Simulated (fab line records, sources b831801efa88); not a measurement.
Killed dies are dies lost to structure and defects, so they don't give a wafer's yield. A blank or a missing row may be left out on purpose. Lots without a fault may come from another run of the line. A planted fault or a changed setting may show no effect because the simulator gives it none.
fab line records | flow sky130
record lots=5 wafers=15 last_day=49
route steps=708 shown SD_N@345 SD_P@359 RES_XHIGH@360 SALICIDE@361 LI_CONTACT@362
lots that met no fault: from a run of the same line without faults
start_h: hours from the record's first day to the start of the lot's first wafer shown | wait_h: hours since the lot's step before | " the same as in the row above | L1.1+2: a row that stands for several wafers | - no value, or no start given | * or withheld: withheld | < > ~ a bound
route shown NAME@n: a module of which the file shows steps, and the number in the route of the first | usual: mean/standard deviation of fault-free wafers | same: alike in all rows | chamber/n: place in a boat | sites: the reading at each site | _std_site: their standard deviation | _edge_site: outer sites' mean less inner sites' | radius_mm: how far each site lies from the wafer's centre | mask NAME#n: copy n | behind: the tool/chamber that last shaped the wafer | hold: why the lot was held/for how many hours/how that ended | device: the transistor (n, p or np) that didn't switch | end of line: the same wafers' tests at the end of the route | a step without rows: its recipe alone | killed: dies lost to structure and defects at the first sort, not the wafer's yield | map: a wafer's dies, x killed, . not, _ none there
set.NAME: the setting as run; set.NAME@STEP: as run at that earlier step | model.NAME: the simulator's own value behind a step, which no gauge read
lots at some steps of the route; a table a step, a row a wafer
services: from which hour (start_h, from the record's first day; less than 0 if before it) a tool's chamber was out of use, for how many hours, and why
## steps
# step SKY_SD_N_SOFTBAKE_03
# recipe temp_c=90 time_s=60 resist=NOVOLAK
# usual chill_plate_temp_C=22.98/0.11
# columns lot.wafer tool chamber start_h wait_h chill_plate_temp_C
L075.2 litho_track-04 0 636.99 0.1 23.05
L075.4 " 0 " " 22.92
L075.6 " 0 " " 22.93
L081.2 litho_track-01 0 691.35 0.1 23.13
L081.5 " 0 " " 22.96
L081.6 " 0 " " 22.97
L084.1 litho_track-01 0 713.67 0.1 23.06
L084.3 " 0 " " 23.06
L084.4 " 0 " " 22.96
L092.2 litho_track-03 0 772.00 0.1 22.82
L092.4 " 0 " " 22.93
L092.5 " 0 " " 22.96
L094.1 litho_track-03 0 787.43 0.1 22.82
L094.5 " 0 " " 22.83
L094.6 " 0 " " 22.92
# step SKY_SD_N_EXPOSE_04
# recipe mask_id=NSDM na=0.6 source_shape=conventional sigma_outer=0.6 polarization=unpolarized target_cd_nm=380 dose_mj=141
# usual reticle_temp_C=23.02/0.12
# columns lot.wafer tool chamber start_h wait_h mask reticle_temp_C
L075.2 iline_stepper-02 0 - - NSDM#0 23.16
L075.4 " 0 " " NSDM#0 23.19
L075.6 " 0 " " NSDM#0 23.09
L081.2 iline_stepper-01 0 - - NSDM#0 23.25
L081.5 " 0 " " NSDM#0 23.09
L081.6 " 0 " " NSDM#0 22.90
L084.1 iline_stepper-02 0 - - NSDM#0 23.26
L084.3 " 0 " " NSDM#0 22.91
L084.4 " 0 " " NSDM#0 23.17
L092.2 iline_stepper-01 0 - - NSDM#0 22.88
L092.4 " 0 " " NSDM#0 22.83
L092.5 " 0 " " NSDM#0 22.74
L094.1 iline_stepper-02 0 - - NSDM#0 22.95
L094.5 " 0 " " NSDM#0 23.16
L094.6 " 0 " " NSDM#0 23.05
# step SKY_SD_N_PEB_05
# recipe temp_c=withheld time_s=* resist=NOVOLAK
# usual chill_plate_temp_C=*
# columns lot.wafer tool chamber start_h wait_h chill_plate_temp_C
L075.2 litho_track-04 0 - - *
L075.4 " 0 " " *
L075.6 " 0 " " *
L081.2 litho_track-04 0 - - *
L081.5 " 0 " " *
L081.6 " 0 " " *
L084.1 litho_track-01 0 - - *
L084.3 " 0 " " *
L084.4 " 0 " " *
L092.2 litho_track-04 0 - - *
L092.4 " 0 " " *
L092.5 " 0 " " *
L094.1 litho_track-04 0 - - *
L094.5 " 0 " " *
L094.6 " 0 " " *
# step SKY_SD_N_DEVELOP_06
# recipe resist=NOVOLAK developer=TMAH develop_time_s=60 dev_temp_c=23
# usual chill_plate_temp_C=23.01/0.12
# columns lot.wafer tool chamber start_h wait_h chill_plate_temp_C
L075.2 litho_track-04 0 650.59 0.1 23.15
L075.4 " 0 " " 22.99
L075.6 " 0 " " 23.10
L081.2 litho_track-04 0 705.39 0.1 23.14
L081.5 " 0 " " 23.05
L081.6 " 0 " " 23.27
L084.1 litho_track-01 0 727.27 0.1 22.94
L084.3 " 0 " " 22.90
L084.4 " 0 " " 22.87
L092.2 litho_track-04 0 785.79 0.1 23.12
L092.4 " 0 " " 22.92
L092.5 " 0 " " 23.05
L094.1 litho_track-04 0 800.11 0.1 23.00
L094.5 " 0 " " 23.02
L094.6 " 0 " " 23.01
# step SKY_SD_N_CD_MEAS_07
# recipe target_cd_nm=380
# usual cd_nm=379.8/2.1
# columns lot.wafer tool chamber start_h wait_h cd_nm
L075.2 cd_sem-01 - 650.73 0.1 380.8
L075.4 " - " " 380.6
L075.6 " - " " 380.3
L081.2 cd_sem-01 - 705.53 0.1 376.8
L081.5 " - " " 375.7
L081.6 " - " " 377.0
L084.1 cd_sem-02 - 727.42 0.1 380.1
L084.3 " - " " 376.5
L084.4 " - " " 378.5
L092.2 cd_sem-02 - 785.93 0.1 377.2
L092.4 " - " " 380.4
L092.5 " - " " 380.0
L094.1 cd_sem-01 - 800.26 0.1 378.4
L094.5 " - " " 378.9
L094.6 " - " " 378.7
# step SKY_SD_N_OVL_MEAS_08
# usual SD_N_OVL=-0.3/1.5
# columns lot.wafer tool chamber start_h wait_h SD_N_OVL[nm]
L075.2 overlay-01 - 650.84 0.1 1.7
L075.4 " - " " -0.2
L075.6 " - " " 1.1
L081.2 overlay-01 - 705.64 0.1 -0.1
L081.5 " - " " -0.3
L081.6 " - " " -1.0
L084.1 overlay-02 - 727.54 0.1 -1.3
L084.3 " - " " -0.1
L084.4 " - " " -0.3
L092.2 overlay-02 - 786.04 0.1 1.9
L092.4 " - " " 0.8
L092.5 " - " " 1.6
L094.1 overlay-02 - 800.38 0.1 1.8
L094.5 " - " " -0.3
L094.6 " - " " -1.0
# step SKY_SD_N_IMPLANT_09
# recipe species=As energy_kev=50 dose_cm2=4e+15 tilt_deg=0
# columns lot.wafer tool chamber start_h wait_h
L075.2+4+6 implanter-01 0 650.89 0.0
L081.2+5+6 implanter-03 0 705.69 0.0
L084.1+3+4 implanter-01 0 727.58 0.0
L092.2+4+5 implanter-02 0 786.09 0.0
L094.1+5+6 implanter-03 0 800.42 0.0
# step SKY_SD_N_IMPLANT_10
# recipe species=P energy_kev=20 dose_cm2=1e+14 tilt_deg=0
# columns lot.wafer tool chamber start_h wait_h
L075.2+4+6 implanter-01 0 651.04 0.1
L081.2+5+6 implanter-03 0 705.84 0.1
L084.1+3+4 implanter-01 0 727.73 0.1
L092.2+4+5 implanter-02 0 786.24 0.1
L094.1+5+6 implanter-03 0 800.57 0.1
# step SKY_SD_N_STRIP_11
# recipe chemistry=O2/N2 power_w=1400 pressure_mtorr=1500 platen_temp_c=withheld o2_flow_sccm=3000 n2_flow_sccm=300 overash_fraction=0.5
# usual drypump_motor_current_A=6.16/0.3 oes_product_au=0.528/0.0041 strip_time_to_endpoint_s=22.57/0.04
# columns lot.wafer tool chamber start_h wait_h drypump_motor_current_A oes_product_au rf_hours_counter_h strip_time_to_endpoint_s
L075.2 plasma_asher-02 0 651.17 0.1 6.71 0.532 94 22.59
L075.4 " 1 " " 6.09 0.526 - 22.58
L075.6 " 1 " " 6.08 0.525 - 22.64
L081.2 plasma_asher-03 0 705.97 0.1 6.19 0.526 89 22.59
L081.5 " 1 " " 6.28 0.522 - 22.63
L081.6 " 0 " " 6.19 0.525 - 22.59
L084.1 plasma_asher-04 0 727.88 0.1 5.76 0.530 30 22.60
L084.3 " 1 " " 5.90 0.529 - 22.58
L084.4 " 0 " " 5.78 0.534 - 22.63
L092.2 plasma_asher-02 1 786.37 0.1 6.04 0.532 4 22.55
L092.4 " 0 " " 6.72 0.528 - 22.55
L092.5 " 0 " " 6.72 0.526 - 22.54
L094.1 plasma_asher-02 1 800.72 0.1 6.08 0.523 5 22.62
L094.5 " 1 " " 6.08 0.531 - 22.55
L094.6 " 0 " " 6.70 0.533 - 22.55
# step SKY_SD_N_TW_MEAS_12
# usual SD_N_TW=3990/62
# columns lot.wafer tool chamber start_h wait_h SD_N_TW
L075.2 film_metro-02 - 651.28 0.1 4033
L075.4 " - " " 4040
L075.6 " - " " 4029
L081.2 film_metro-01 - 706.08 0.1 3945
L081.5 " - " " 3962
L081.6 " - " " 3950
L084.1 film_metro-03 - 727.98 0.1 3936
L084.3 " - " " 3948
L084.4 " - " " 3971
L092.2 film_metro-03 - 786.48 0.1 3958
L092.4 " - " " 3978
L092.5 " - " " 3965
L094.1 film_metro-01 - 800.82 0.1 3968
L094.5 " - " " 3957
L094.6 " - " " 3980
# step SKY_SD_N_CLEAN_13
# recipe chemistry=SC1/SC2 mix=1:4:20 temp_c=70 time_s=150 dry=n2_spin
# usual temp_c=70.02/0.14
# columns lot.wafer tool chamber start_h wait_h temp_c
L075.2 wet_bench-01 1 651.33 0.0 70.12
L075.4 " 1 " " 70.20
L075.6 " 1 " " 70.02
L081.2 wet_bench-02 2 706.13 0.0 70.08
L081.5 " 2 " " 70.07
L081.6 " 2 " " 70.34
L084.1 wet_bench-03 3 728.04 0.1 70.10
L084.3 " 3 " " 69.96
L084.4 " 3 " " 69.87
L092.2 wet_bench-01 1 786.53 0.0 69.79
L092.4 " 1 " " 69.77
L092.5 " 1 " " 69.69
L094.1 wet_bench-03 0 800.88 0.1 69.86
L094.5 " 0 " " 70.09
L094.6 " 0 " " 70.02
# step SKY_SD_N_RTA_14
# recipe temp_c=1075 time_s=2 idle_temp_c=650 ramp_up_c_per_s=150 ramp_down_c_per_s=90 ambient=N2
# usual lamp_power_pct=15.73/0.056 ramp_up_c_per_s=150.00/0.029 wafer_temp_C_max=1078.0/1.2
# columns lot.wafer tool chamber start_h wait_h lamp_power_pct ramp_up_c_per_s wafer_temp_C_max
L075.2 rtp_anneal-01 0 651.39 0.0 15.83 149.97 1079.3
L075.4 " 0 " " 15.78 150.00 1079.7
L075.6 " 0 " " 15.69 150.04 1078.9
L081.2 rtp_anneal-01 0 706.19 0.0 15.82 150.04 1079.2
L081.5 " 0 " " 15.77 150.02 1080.0
L081.6 " 0 " " 15.72 149.95 1075.6
L084.1 rtp_anneal-02 0 728.09 0.0 15.61 150.02 1077.3
L084.3 " 0 " " 15.74 150.01 1078.8
L084.4 " 0 " " 15.65 149.99 1077.9
L092.2 rtp_anneal-01 0 786.59 0.0 15.69 149.99 1076.9
L092.4 " 0 " " 15.87 149.97 1077.9
L092.5 " 0 " " 15.66 149.94 1077.6
L094.1 rtp_anneal-02 0 800.93 0.0 15.67 149.99 1078.9
L094.5 " 0 " " 15.70 149.97 1078.8
L094.6 " 0 " " 15.72 150.05 1076.7
# step SKY_SD_N_RS_MEAS_16
# recipe thk_meas_gauge=four-point-probe
# usual SD_N_RS=68.51/0.2
# columns lot.wafer tool chamber start_h wait_h SD_N_RS[ohm/sq]
L075.2 film_metro-02 - 651.58 0.1 68.25
L075.4 " - " " 68.37
L075.6 " - " " 68.33
L081.2 film_metro-03 - 706.37 0.1 68.61
L081.5 " - " " 68.60
L081.6 " - " " 68.62
L084.1 film_metro-03 - 728.26 0.1 68.59
L084.3 " - " " 68.60
L084.4 " - " " 68.55
L092.2 film_metro-01 - 786.77 0.1 68.63
L092.4 " - " " 68.53
L092.5 " - " " 68.57
L094.1 film_metro-03 - 801.10 0.1 68.80
L094.5 " - " " 68.89
L094.6 " - " " 68.81
# step SKY_SD_N_RS_MEAS_17
# recipe thk_meas_gauge=four-point-probe
# usual SD_P_RS=147.0/0.53
# columns lot.wafer tool chamber start_h wait_h SD_P_RS[ohm/sq]
L075.2 film_metro-02 - 651.70 0.1 145.9
L075.4 " - " " 146.2
L075.6 " - " " 146.0
L081.2 film_metro-03 - 706.49 0.1 147.3
L081.5 " - " " 146.8
L081.6 " - " " 147.5
L084.1 film_metro-03 - 728.38 0.1 147.4
L084.3 " - " " 147.4
L084.4 " - " " 147.3
L092.2 film_metro-01 - 786.89 0.1 147.8
L092.4 " - " " 147.1
L092.5 " - " " 147.1
L094.1 film_metro-03 - 801.22 0.1 147.7
L094.5 " - " " 147.9
L094.6 " - " " 147.9
# step SKY_SD_N_RS_MEAS_18
# recipe thk_meas_gauge=four-point-probe
# usual RES_XHIGH_RS=339.8/1.5
# columns lot.wafer tool chamber start_h wait_h RES_XHIGH_RS[ohm/sq]
L075.2 film_metro-02 - 651.82 0.1 339.2
L075.4 " - " " 339.8
L075.6 " - " " 338.1
L081.2 film_metro-03 - 706.61 0.1 341.6
L081.5 " - " " 340.5
L081.6 " - " " 341.7
L084.1 film_metro-03 - 728.50 0.1 339.8
L084.3 " - " " 338.3
L084.4 " - " " 340.8
L092.2 film_metro-01 - 787.01 0.1 339.2
L092.4 " - " " 338.0
L092.5 " - " " 339.3
L094.1 film_metro-03 - 801.34 0.1 341.3
L094.5 " - " " 340.3
L094.6 " - " " 341.4
# step SKY_SALICIDE_CLEAN_00
# recipe chemistry=HF-last time_s=30 dilution=100:1 dry=ipa_marangoni
# columns lot.wafer tool chamber start_h wait_h
L075.2+4+6 wet_bench-01 2 651.92 0.1
L081.2+5+6 wet_bench-01 0 706.71 0.1
L084.1+3+4 wet_bench-01 1 728.62 0.1
L092.2+4+5 wet_bench-04 0 787.11 0.1
L094.1+5+6 wet_bench-03 3 801.46 0.1
# step SKY_LI_CONTACT_HDPCVD_00
# recipe material=PSG target_thk_nm=930 sigma_open_frac=0.3 time_s=155 temp_c=600 sih4_flow_sccm=60 pressure_mtorr=6
# columns lot.wafer tool chamber start_h wait_h
L075.2+4+6 hdpcvd-01 0,2,0 651.93 0.0
L081.2+5+6 hdpcvd-02 2,0,2 706.75 0.0
L084.1+3+4 hdpcvd-01 0,1,1 728.64 0.0
L092.2+4+5 hdpcvd-02 0,1,2 787.13 0.0
L094.1+5+6 hdpcvd-01 2,0,2 801.48 0.0
# step SKY_LI_CONTACT_THK_MEAS_01
# recipe reads=PSG_of_LI_CONTACT_HDPCVD_00
# usual LI_CONTACT_HDPCVD_THK=926/11
# columns lot.wafer tool chamber start_h wait_h LI_CONTACT_HDPCVD_THK[nm]
L075.2 film_metro-01 - 652.05 0.1 921
L075.4 " - " " 916
L075.6 " - " " 915
L081.2 film_metro-01 - 706.86 0.1 913
L081.5 " - " " 922
L081.6 " - " " 917
L084.1 film_metro-02 - 728.75 0.1 925
L084.3 " - " " 928
L084.4 " - " " 934
L092.2 film_metro-01 - 787.24 0.1 912
L092.4 " - " " 913
L092.5 " - " " 912
L094.1 film_metro-02 - 801.58 0.1 932
L094.5 " - " " 940
L094.6 " - " " 933
# step SKY_LI_CONTACT_CMP_02
# recipe material=PSG down_force_psi=4 platen_rpm=60 pad_velocity_m_s=0.94248
# usual edge_zone_pressure_frac=0.999/0.0051 motor_current_A=12.5/1.4 retaining_ring_pressure_frac=1.000/0.0051 time_to_endpoint_s=31.4/2.9
# columns lot.wafer tool chamber start_h wait_h edge_zone_pressure_frac motor_current_A retaining_ring_pressure_frac time_to_endpoint_s
L075.4 cmp-01 2 652.20 0.1 1.002 13.7 1.004 35.3
L075.2 " 3 " " 1.001 10.7 1.002 29.8
L075.6 " 1 " " 1.000 11.1 0.994 31.4
L081.2 cmp-01 0 706.91 0.0 0.996 11.5 1.011 34.2
L081.6 " 0 " " 0.993 11.3 1.004 33.2
L081.5 " 1 " " 1.003 12.1 0.990 32.6
L084.1 cmp-01 1 728.81 0.1 0.998 11.9 0.998 29.7
L084.3 " 3 " " 0.994 11.4 1.000 26.8
L084.4 " 0 " " 1.010 11.6 1.003 32.5
L092.4 cmp-02 3 787.29 0.0 1.006 15.6 0.996 28.9
L092.2 " 1 " " 0.995 11.0 1.009 27.5
L092.5 " 0 " " 1.005 11.4 0.999 32.1
L094.1 cmp-01 2 801.69 0.1 1.001 13.0 1.000 33.4
L094.6 " 1 " " 1.004 12.7 0.994 28.8
L094.5 " 2 " " 1.006 13.3 1.001 33.8
# step SKY_LI_CONTACT_BOW_MEAS_03
# recipe mode=bow
# usual LI_CONTACT_BOW=56/6.7
# columns lot.wafer tool chamber start_h wait_h LI_CONTACT_BOW[um]
L075.2 film_metro-02 - 652.42 0.1 51
L075.4 " - " " 54
L075.6 " - " " 50
L081.2 film_metro-01 - 707.23 0.3 51
L081.5 " - " " 58
L081.6 " - " " 67
L084.1 film_metro-02 - 729.11 0.2 54
L084.3 " - " " 40
L084.4 " - " " 50
L092.2 film_metro-01 - 787.61 0.2 50
L092.4 " - " " 62
L092.5 " - " " 60
L094.1 film_metro-02 - 801.94 0.2 56
L094.5 " - " " 66
L094.6 " - " " 67
# step SKY_LI_CONTACT_DEHYDRATE_04
# recipe temp_c=200 time_s=60
# usual chill_plate_temp_C=23.03/0.11
# columns lot.wafer tool chamber start_h wait_h chill_plate_temp_C
L075.2 litho_track-01 0 665.65 13.2 22.95
L075.4 " 0 " " 22.87
L075.6 " 0 " " 23.08
L081.2 litho_track-01 0 719.85 12.6 22.90
L081.5 " 0 " " 22.95
L081.6 " 0 " " 22.94
L084.1 litho_track-03 0 742.03 12.9 23.18
L084.3 " 0 " " 23.19
L084.4 " 0 " " 23.07
L092.2 litho_track-03 0 800.05 12.4 23.11
L092.4 " 0 " " 23.10
L092.5 " 0 " " 23.10
L094.1 litho_track-01 0 814.62 12.7 22.88
L094.5 " 0 " " 23.07
L094.6 " 0 " " 23.05
# step SKY_LI_CONTACT_HMDS_05
# recipe prime_time_s=60 prime_temp_c=120
# usual chill_plate_temp_C=22.99/0.11 prime_temp_c=120.03/0.15
# columns lot.wafer tool chamber start_h wait_h chill_plate_temp_C prime_temp_c
L075.2 litho_track-01 0 665.80 0.1 23.06 120.05
L075.4 " 0 " " 22.95 120.19
L075.6 " 0 " " 22.98 120.03
L081.2 litho_track-01 0 720.00 0.1 22.93 119.91
L081.5 " 0 " " 22.84 120.09
L081.6 " 0 " " 22.95 120.05
L084.1 litho_track-03 0 742.18 0.1 22.97 119.79
L084.3 " 0 " " 22.81 119.93
L084.4 " 0 " " 22.93 119.87
L092.2 litho_track-03 0 800.20 0.1 23.02 120.46
L092.4 " 0 " " 23.00 120.03
L092.5 " 0 " " 22.90 120.16
L094.1 litho_track-01 0 814.77 0.1 22.99 120.04
L094.5 " 0 " " 22.81 119.94
L094.6 " 0 " " 23.03 119.86
# step SKY_LI_CONTACT_COAT_06
# recipe resist=BARC temp_c=withheld time_s=withheld spin_rpm=3000 resist_thk_nm=60
# usual chill_plate_temp_C=*
# columns lot.wafer tool chamber start_h wait_h chill_plate_temp_C
L075.2 litho_track-01 0 665.95 0.1 *
L075.4 " 0 " " *
L075.6 " 0 " " *
L081.2 litho_track-01 0 720.15 0.1 *
L081.5 " 0 " " *
L081.6 " 0 " " *
L084.1 litho_track-03 0 742.33 0.1 *
L084.3 " 0 " " *
L084.4 " 0 " " *
L092.2 litho_track-03 0 800.35 0.1 *
L092.4 " 0 " " *
L092.5 " 0 " " *
L094.1 litho_track-01 0 814.92 0.1 *
L094.5 " 0 " " *
L094.6 " 0 " " *
# step SKY_LI_CONTACT_COAT_07
# recipe resist=KrF-thick spin_rpm=3000 resist_thk_nm=450
# usual chill_plate_temp_C=22.99/0.12
# columns lot.wafer tool chamber start_h wait_h chill_plate_temp_C
L075.2 litho_track-01 0 - - 22.90
L075.4 " 0 " " 22.69
L075.6 " 0 " " 22.85
L081.2 litho_track-01 0 - - 22.96
L081.5 " 0 " " 23.14
L081.6 " 0 " " 23.21
L084.1 litho_track-03 0 - - 22.97
L084.3 " 0 " " 22.98
L084.4 " 0 " " 22.93
L092.2 litho_track-03 0 - - 23.20
L092.4 " 0 " " 23.01
L092.5 " 0 " " 23.02
L094.1 litho_track-01 0 - - 23.10
L094.5 " 0 " " 23.15
L094.6 " 0 " " 22.97
# step SKY_LI_CONTACT_SOFTBAKE_08
# recipe temp_c=100 time_s=90 resist=KrF-thick
# usual chill_plate_temp_C=23.01/0.09
# columns lot.wafer tool chamber start_h wait_h chill_plate_temp_C
L075.2 litho_track-01 0 - - 22.94
L075.4 " 0 " " 23.02
L075.6 " 0 " " 23.03
L081.2 litho_track-01 0 - - 23.16
L081.5 " 0 " " 23.03
L081.6 " 0 " " 23.07
L084.1 litho_track-03 0 - - 23.13
L084.3 " 0 " " 23.06
L084.4 " 0 " " 23.07
L092.2 litho_track-03 0 - - 22.99
L092.4 " 0 " " 23.18
L092.5 " 0 " " 23.09
L094.1 litho_track-01 0 - - 23.01
L094.5 " 0 " " 23.00
L094.6 " 0 " " 22.95
# step SKY_LI_CONTACT_EXPOSE_09
# recipe mask_id=LICM1 na=0.8 source_shape=annular sigma_inner=0.55 sigma_outer=0.85 target_cd_nm=170 dose_mj=38
# usual reticle_temp_C=23.00/0.11
# columns lot.wafer tool chamber start_h wait_h mask reticle_temp_C
L075.2 krf_scanner-01 0 - - LICM1#0 22.88
L075.4 " 0 " " LICM1#0 22.80
L075.6 " 0 " " LICM1#0 22.87
L081.2 krf_scanner-01 0 - - LICM1#0 23.21
L081.5 " 0 " " LICM1#0 23.12
L081.6 " 0 " " LICM1#0 23.02
L084.1 krf_scanner-02 0 - - LICM1#0 22.96
L084.3 " 0 " " LICM1#0 23.14
L084.4 " 0 " " LICM1#0 23.15
L092.2 krf_scanner-02 0 - - LICM1#0 22.78
L092.4 " 0 " " LICM1#0 22.91
L092.5 " 0 " " LICM1#0 22.90
L094.1 krf_scanner-02 0 - - LICM1#0 23.03
L094.5 " 0 " " LICM1#0 23.02
L094.6 " 0 " " LICM1#0 22.89
# step SKY_LI_CONTACT_PEB_10
# recipe peb_temp_c=withheld peb_time_s=withheld resist=KrF-thick
# usual chill_plate_temp_C=*
# columns lot.wafer tool chamber start_h wait_h chill_plate_temp_C
L075.2 litho_track-01 0 - - *
L075.4 " 0 " " *
L075.6 " 0 " " *
L081.2 litho_track-02 0 - - *
L081.5 " 0 " " *
L081.6 " 0 " " *
L084.1 litho_track-03 0 - - *
L084.3 " 0 " " *
L084.4 " 0 " " *
L092.2 litho_track-03 0 - - *
L092.4 " 0 " " *
L092.5 " 0 " " *
L094.1 litho_track-02 0 - - *
L094.5 " 0 " " *
L094.6 " 0 " " *
# step SKY_LI_CONTACT_DEVELOP_11
# recipe develop_time_s=60 resist=KrF-thick dev_temp_c=21
# usual chill_plate_temp_C=22.99/0.12
# columns lot.wafer tool chamber start_h wait_h chill_plate_temp_C
L075.2 litho_track-01 0 - - 22.95
L075.4 " 0 " " 23.00
L075.6 " 0 " " 23.18
L081.2 litho_track-02 0 - - 23.04
L081.5 " 0 " " 22.87
L081.6 " 0 " " 22.68
L084.1 litho_track-03 0 - - 23.03
L084.3 " 0 " " 23.03
L084.4 " 0 " " 22.99
L092.2 litho_track-03 0 - - 23.18
L092.4 " 0 " " 23.10
L092.5 " 0 " " 22.92
L094.1 litho_track-02 0 - - 23.02
L094.5 " 0 " " 22.84
L094.6 " 0 " " 22.95
# step SKY_LI_CONTACT_CD_MEAS_12
# recipe target_cd_nm=170
# usual cd_nm=169.9/1.6
# columns lot.wafer tool chamber start_h wait_h cd_nm
L075.2 cd_sem-01 - 679.94 - 171.0
L075.4 " - " " 172.5
L075.6 " - " " 172.8
L081.2 cd_sem-01 - 734.34 - 167.4
L081.5 " - " " 167.9
L081.6 " - " " 167.4
L084.1 cd_sem-02 - 756.43 - 170.5
L084.3 " - " " 169.5
L084.4 " - " " 169.6
L092.2 cd_sem-02 - 814.05 - 168.7
L092.4 " - " " 168.5
L092.5 " - " " 169.0
L094.1 cd_sem-02 - 827.97 - 171.3
L094.5 " - " " 171.5
L094.6 " - " " 170.6
# step SKY_LI_CONTACT_OVL_MEAS_13
# usual LI_CONTACT_OVL=0/7.2
# columns lot.wafer tool chamber start_h wait_h LI_CONTACT_OVL[nm]
L075.2 overlay-02 - 680.05 0.1 -2
L075.4 " - " " -4
L075.6 " - " " -4
L081.2 overlay-02 - 734.45 0.1 8
L081.5 " - " " 4
L081.6 " - " " -4
L084.1 overlay-01 - 756.55 0.1 -3
L084.3 " - " " -4
L084.4 " - " " -2
L092.2 overlay-01 - 814.15 0.1 1
L092.4 " - " " 4
L092.5 " - " " 3
L094.1 overlay-02 - 828.09 0.1 -4
L094.5 " - " " 1
L094.6 " - " " 19
# step SKY_LI_CONTACT_ETCH_14
# recipe chemistry=N2/H2 target=BARC ion_energy_ev=200 source_w=500 bias_w=98.53 pressure_mtorr=30 n2_flow_sccm=100 h2_flow_sccm=200 stop_on=SiO2 time_s=45.9 target_depth_a=600
# usual drypump_motor_current_A=5.4/0.55 oes_product_au=0.856/0.0052 rf_fwd_power_W=494.2/1.9 throttle_valve_pct=13.225/0.0083
# columns lot.wafer tool chamber start_h wait_h drypump_motor_current_A oes_product_au rf_fwd_power_W rf_hours_counter_h throttle_valve_pct
L075.2 rie_diel-04 1 680.08 0.0 5.1 0.857 490.8 13 13.218
L075.4 " 3 " " 5.6 0.859 496.1 18 13.215
L075.6 " 1 " " 5.1 0.856 494.6 - 13.242
L081.2 rie_diel-04 2 734.48 0.0 5.0 0.862 491.9 7 13.217
L081.5 " 2 " " 5.0 0.853 493.4 - 13.215
L081.6 " 1 " " 5.1 0.850 494.5 - 13.227
L084.1 rie_diel-01 0 756.58 0.0 5.4 0.864 497.0 15 13.223
L084.3 " 2 " " 5.1 0.861 493.6 39 13.224
L084.4 " 3 " " 6.8 0.855 493.0 8 13.235
L092.2 rie_diel-04 1 814.18 0.0 5.1 0.854 495.5 17 13.215
L092.4 " 3 " " 5.6 0.857 494.1 22 13.228
L092.5 " 2 " " 5.0 0.854 494.2 - 13.216
L094.1 rie_diel-04 3 828.13 0.0 5.6 0.848 495.2 22 13.221
L094.5 " 3 " " 5.7 0.859 499.3 - 13.241
L094.6 " 2 " " 5.0 0.851 493.8 - 13.227
# step SKY_LI_CONTACT_ETCH_15
# recipe target=PSG chemistry=C4F8/O2/Ar stop_on=Si taper_deg=4.15 mask_material=KrF-thick source_w=1500 bias_w=1200 pressure_mtorr=40 c4f8_flow_sccm=withheld O2_flow_sccm=6 Ar_flow_sccm=300 time_s=withheld target_depth_a=6000
# usual oes_product_au=0.836/0.0049 rf_fwd_power_W=1491/4.8
# columns lot.wafer tool chamber start_h wait_h oes_product_au rf_fwd_power_W
L075.2 rie_diel-04 1 680.12 0.0 0.832 1489
L075.4 " 3 " " 0.842 1486
L075.6 " 1 " " 0.845 1492
L081.2 rie_diel-04 2 734.52 0.0 0.837 1490
L081.5 " 2 " " 0.840 1488
L081.6 " 1 " " 0.829 1485
L084.1 rie_diel-01 0 756.62 0.0 0.833 1491
L084.3 " 2 " " 0.838 1488
L084.4 " 3 " " 0.838 1494
L092.2 rie_diel-04 1 814.22 0.0 0.846 1493
L092.4 " 3 " " 0.833 1488
L092.5 " 2 " " 0.839 1489
L094.1 rie_diel-04 3 828.17 0.0 0.843 1482
L094.5 " 3 " " 0.839 1488
L094.6 " 2 " " 0.835 1489
# step SKY_LI_CONTACT_STRIP_16
# recipe chemistry=O2/N2 power_w=1400 pressure_mtorr=1500 platen_temp_c=withheld o2_flow_sccm=3000 n2_flow_sccm=300 overash_fraction=0.5
# usual drypump_motor_current_A=6.16/0.29 oes_product_au=0.375/0.0046 strip_time_to_endpoint_s=3.50/0.032
# columns lot.wafer tool chamber start_h wait_h drypump_motor_current_A oes_product_au rf_hours_counter_h strip_time_to_endpoint_s
L075.2 plasma_asher-02 0 680.20 - 6.70 0.387 97 3.48
L075.4 " 1 " " 6.07 0.380 - 3.52
L075.6 " 0 " " 6.71 0.379 - 3.49
L081.2 plasma_asher-04 1 734.61 - 5.90 0.377 31 3.52
L081.5 " 0 " " 5.75 0.373 - 3.51
L081.6 " 1 " " 5.91 0.371 - 3.49
L084.1 plasma_asher-04 0 756.71 - 5.77 0.377 33 3.45
L084.3 " 1 " " 5.91 0.376 - 3.52
L084.4 " 0 " " 5.79 0.374 - 3.47
L092.2 plasma_asher-04 1 814.31 - 5.88 0.370 39 3.52
L092.4 " 0 " " 5.78 0.382 - 3.53
L092.5 " 0 " " 5.77 0.371 - 3.50
L094.1 plasma_asher-02 0 828.26 - 6.68 0.377 8 3.51
L094.5 " 1 " " 6.04 0.374 - 3.49
L094.6 " 0 " " 6.69 0.378 - 3.52
## services
# columns tool chamber start_h hours kind
krf_scanner-02 - 616.53 0.7 repair
iline_stepper-02 - 623.96 1.7 pm
krf_scanner-01 - 625.27 1.0 repair
cmp-01 - 628.09 3.9 pm
krf_scanner-02 - 648.05 3.2 repair
krf_scanner-02 - 702.49 1.0 pm
krf_scanner-02 - 704.35 1.3 pm
krf_scanner-02 - 705.99 0.5 repair
implanter-03 - 723.11 10.7 repair
plasma_asher-02 - 733.75 9.0 pm
krf_scanner-02 - 743.07 0.8 pm
cmp-01 - 746.10 2.8 repair
cmp-01 - 746.51 1.0 repair
rie_diel-04 0 747.86 8.1 repair
implanter-01 - 750.66 6.4 repair
hdpcvd-01 0 751.39 10.6 repair
implanter-01 - 762.00 21.4 pm
cmp-01 - 776.18 4.8 pm
krf_scanner-02 - 779.45 1.3 repair
rie_diel-04 3 784.62 8.8 repair
plasma_asher-02 - 796.75 3.8 repair
rtp_anneal-01 - 815.56 3.9 pm
hdpcvd-01 - 821.28 2.8 pm
krf_scanner-02 - 826.87 1.7 repair
## key
fault none
